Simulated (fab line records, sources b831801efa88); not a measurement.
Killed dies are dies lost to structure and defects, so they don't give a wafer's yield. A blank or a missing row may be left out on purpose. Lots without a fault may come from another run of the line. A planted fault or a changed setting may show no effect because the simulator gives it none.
Chamber matching | flow sky130 | SKY_VIA2_CMP_02 on cmp-01: 4 sister chambers
The step polishes SiO2. 20 wafers are shown with their chamber, then 10 later ones without.

WAFERS WITH THEIR CHAMBER
wafer  | chamber | motor_current_A (A) | edge_zone_pressure_frac | slurry_filter_dp_kPa (kPa)
L558.1 | 2       | 13.6                | 1.002                   | 13.36
L558.3 | 0       | 11.7                | 1.003                   | 13.28
L558.4 | 3       | 12.0                | 0.996                   | 13.55
L559.1 | 0       | 11.8                | 0.999                   | 13.57
L559.3 | 3       | 12.0                | 1.006                   | 13.41
L559.6 | 0       | 12.2                | 0.994                   | 13.41
L562.1 | 0       | 11.5                | 0.997                   | 13.53
L562.2 | 2       | 13.4                | 1.014                   | 13.61
L562.4 | 3       | 12.0                | 1.007                   | 13.63
L560.1 | 0       | 12.4                | 1.004                   | 13.42
L560.2 | 1       | 12.1                | 0.994                   | 13.57
L560.6 | 0       | 12.1                | 1.002                   | 13.66
L561.3 | 2       | 13.5                | 0.992                   | 13.43
L561.4 | 1       | 11.2                | 1.000                   | 13.72
L561.5 | 1       | 11.3                | 1.001                   | 13.35
L567.1 | 1       | 11.5                | 0.996                   | 13.25
L567.2 | 0       | 11.2                | 1.008                   | 13.45
L567.6 | 2       | 14.1                | 1.004                   | 13.43
L570.1 | 0       | 11.6                | 1.003                   | 13.49
L570.3 | 3       | 11.9                | 1.003                   | 13.39

SIGNATURES (means of the wafers above)
reading                 | chamber 0 | chamber 1 | chamber 2 | chamber 3 | scatter within a chamber
motor_current_A         | 11.812    | 11.525    | 13.650    | 11.975    | 0.344
edge_zone_pressure_frac | 1.00125   | 0.99775   | 1.00300   | 1.00300   | 0.00551
slurry_filter_dp_kPa    | 13.4763   | 13.4725   | 13.4575   | 13.4950   | 0.137
Rule: a wafer's distance from a chamber is the root of the sum, over the readings, of the square of ((its reading less the chamber's mean) divided by the reading's scatter). The wafer belongs to the nearest chamber; if the next one is less than 2 further off, it can't be placed. The scatter: the root of (the sum of the squares of (reading less its chamber's mean) over the shown wafers, divided by (wafers less chambers)).

WAFERS WITHOUT THEIR CHAMBER
wafer  | motor_current_A (A) | edge_zone_pressure_frac | slurry_filter_dp_kPa (kPa)
L570.6 | 12.0                | 0.997                   | 13.42
L576.2 | 11.8                | 0.990                   | 13.60
L576.3 | 12.3                | 0.994                   | 13.53
L576.6 | 13.4                | 0.999                   | 13.44
L578.2 | 11.9                | 0.994                   | 13.55
L578.3 | 10.5                | 0.998                   | 13.54
L578.6 | 11.6                | 0.995                   | 13.22
L580.2 | 13.1                | 0.998                   | 13.71
L580.3 | 12.2                | 1.008                   | 13.61
L580.4 | 11.6                | 1.002                   | 13.65

WHICH CHAMBER EACH WENT THROUGH
wafer  | from the rows above          | in truth
L570.6 | can't be placed: 0 or 3 or 1 | 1
L576.2 | can't be placed: 1 or 0 or 3 | 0
L576.3 | can't be placed: 3 or 0 or 1 | 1
L576.6 | 2                            | 2
L578.2 | can't be placed: 1 or 0 or 3 | 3
L578.3 | can't be placed: 1 or 0 or 3 | 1
L578.6 | can't be placed: 1 or 0 or 3 | 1
L580.2 | can't be placed: 2 or 3 or 0 | 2
L580.3 | can't be placed: 3 or 0 or 1 | 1
L580.4 | can't be placed: 0 or 1 or 3 | 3
Placed correctly: 1 of 10. Can't be placed from these rows: 9 (the true chamber is among the candidates in 9). Placed wrongly: 0.
